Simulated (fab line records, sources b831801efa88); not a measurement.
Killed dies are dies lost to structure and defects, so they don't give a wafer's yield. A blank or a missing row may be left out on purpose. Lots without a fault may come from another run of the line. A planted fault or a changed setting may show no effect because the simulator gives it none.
Which tool did it? | flow gf180mcu | 14 lots, 42 wafers sampled, at 4 steps of a route of 602

WHAT THE GAUGES READ, wafer by wafer
GF_SAB_THK_MEAS_01.
lot  | measured     | on            | SAB_CVD_00_THK (nm)
L191 | day 14 06:10 | film_metro-02 | 49.6 49.9 50.5
L192 | day 14 19:59 | film_metro-01 | 49.7 50.3 50.3
L193 | day 14 22:31 | film_metro-01 | 49.7 49.5 50.1
L194 | day 15 05:39 | film_metro-01 | 49.4 49.5 50.3
L195 | day 15 14:23 | film_metro-01 | 48.9 50.4 50.1
L201 | day 18 01:52 | film_metro-01 | 49.3 49.2 50.2
L202 | day 18 02:10 | film_metro-02 | 49.3 49.2 50.6
L203 | day 18 16:55 | film_metro-02 | 48.2 49.2 49.1
L208 | day 20 05:37 | film_metro-01 | 49.1 48.7 49.9
L210 | day 20 23:37 | film_metro-01 | 50.4 50.6 50.0
L211 | day 21 07:41 | film_metro-03 | 49.1 50.0 49.6
L212 | day 21 15:19 | film_metro-03 | 49.6 49.8 50.6
L213 | day 21 22:49 | film_metro-02 | 49.4 49.7 49.6
L214 | day 22 04:23 | film_metro-01 | 49.8 50.1 50.6

GF_SAB_CD_MEAS_09: target cd 420 nm.
lot  | measured     | on        | cd_nm (nm)
L191 | day 15 02:40 | cd_sem-01 | 421.0 419.0 422.7
L192 | day 15 17:17 | cd_sem-02 | 417.9 418.8 420.4
L193 | day 15 19:42 | cd_sem-02 | 419.3 420.1 420.8
L194 | day 16 03:29 | cd_sem-02 | 421.3 418.1 419.1
L195 | day 16 11:38 | cd_sem-01 | 421.8 423.0 422.8
L201 | day 19 01:05 | cd_sem-01 | 421.5 322.0 419.0
L202 | day 19 01:37 | cd_sem-02 | 419.9 321.3 419.1
L203 | day 19 17:23 | cd_sem-02 | 322.0 322.0 418.1
L208 | day 21 05:55 | cd_sem-02 | 419.2 420.3 420.9
L210 | day 21 23:17 | cd_sem-02 | 425.8 422.8 423.1
L211 | day 22 07:46 | cd_sem-01 | 419.8 421.2 419.5
L212 | day 22 13:50 | cd_sem-02 | 421.6 420.6 423.9
L213 | day 22 22:38 | cd_sem-02 | 421.1 419.3 420.4
L214 | day 23 03:50 | cd_sem-02 | 416.0 415.8 416.5

WHICH TOOL RAN EACH LOT (tool, then ch and the chambers of the sampled wafers, then the start)
lot  | GF_SAB_CVD_00                   | GF_SAB_EXPOSE_06
L191 | pecvd-01 ch 0,1, day 14 06:08   | iline_stepper-01 ch 0, day 14 16:31
L192 | pecvd-03 ch 0,2, day 14 19:56   | iline_stepper-01 ch 0, day 15 06:35
L193 | pecvd-04 ch 0,1, day 14 22:29   | iline_stepper-02 ch 0, day 15 09:08
L194 | pecvd-03 ch 0,1,2, day 15 05:38 | iline_stepper-02 ch 0, day 15 16:58
L195 | pecvd-01 ch 1,2, day 15 14:20   | iline_stepper-02 ch 0, day 16 00:55
L201 | pecvd-03 ch 0,1,2, day 18 01:51 | iline_stepper-01 ch 0, day 18 13:39
L202 | pecvd-04 ch 0,1,2, day 18 02:08 | iline_stepper-01 ch 0, day 18 13:59
L203 | pecvd-04 ch 0,2, day 18 16:53   | iline_stepper-01 ch 0, day 19 04:31
L208 | pecvd-04 ch 0,1,2, day 20 05:35 | iline_stepper-02 ch 0, day 20 18:00
L210 | pecvd-03 ch 0,1,2, day 20 23:32 | iline_stepper-02 ch 0, day 21 10:56
L211 | pecvd-04 ch 0,1,2, day 21 07:40 | iline_stepper-01 ch 0, day 21 20:07
L212 | pecvd-04 ch 0,1,2, day 21 15:17 | iline_stepper-01 ch 0, day 22 03:02
L213 | pecvd-04 ch 1,2, day 21 22:47   | iline_stepper-02 ch 0, day 22 10:35
L214 | pecvd-03 ch 1,2, day 22 04:22   | iline_stepper-02 ch 0, day 22 16:14
- GF_SAB_CVD_00: deposits SiO2 from TEOS, target thk 50 nm, time 4.9302 s.
- GF_SAB_EXPOSE_06: exposes mask SAB, target cd 420 nm.

WHAT THE TOOLS THEMSELVES READ (means of the sampled wafers that have a number; where no wafer has one, the mark that the record gives instead)
GF_SAB_CVD_00.
lot  | tool     | heater_power_w (W)
L191 | pecvd-01 | 633
L192 | pecvd-03 | 673
L193 | pecvd-04 | 599
L194 | pecvd-03 | 622
L195 | pecvd-01 | 618
L201 | pecvd-03 | 651
L202 | pecvd-04 | 653
L203 | pecvd-04 | 679
L208 | pecvd-04 | 600
L210 | pecvd-03 | 645
L211 | pecvd-04 | 655
L212 | pecvd-04 | 613
L213 | pecvd-04 | 654
L214 | pecvd-03 | 606

THE ANSWER, worked out from the rows above alone
Rule: what is usual is taken from the lots themselves. Put in order of their means at a reading, lots are off if they are a third of the lots or fewer, leave a main group of 4 or more, and stand apart from it by a gap of 3 or more times the standard deviation of the main group's means; of several such gaps the widest counts. A main group whose means are all the same, to the digits that the tables above print for the reading, isn't used. A lot without any number at a reading at which 4 lots or more have one is off too. The other lots that the step has rows for count as sound. The gauges are gone through in route order, then the tools' own readings, and for those a lot's mean is taken as printed above. The first step at which some lot is off is used, and at that step the reading that is off furthest; a lot without a number counts as furthest.
Off: L201, L202, L203, at GF_SAB_CD_MEAS_09 (cd_nm). The main group: mean 420.4 nm, standard deviation 1.9.
A tool fits if, at a process step before that reading, it ran every lot that is off, and no sound lot after the first of them. The gauges at GF_SAB_CD_MEAS_09 are tried like those tools. None of those tried fits.

WHAT THE SIMULATOR HAD PUT IN
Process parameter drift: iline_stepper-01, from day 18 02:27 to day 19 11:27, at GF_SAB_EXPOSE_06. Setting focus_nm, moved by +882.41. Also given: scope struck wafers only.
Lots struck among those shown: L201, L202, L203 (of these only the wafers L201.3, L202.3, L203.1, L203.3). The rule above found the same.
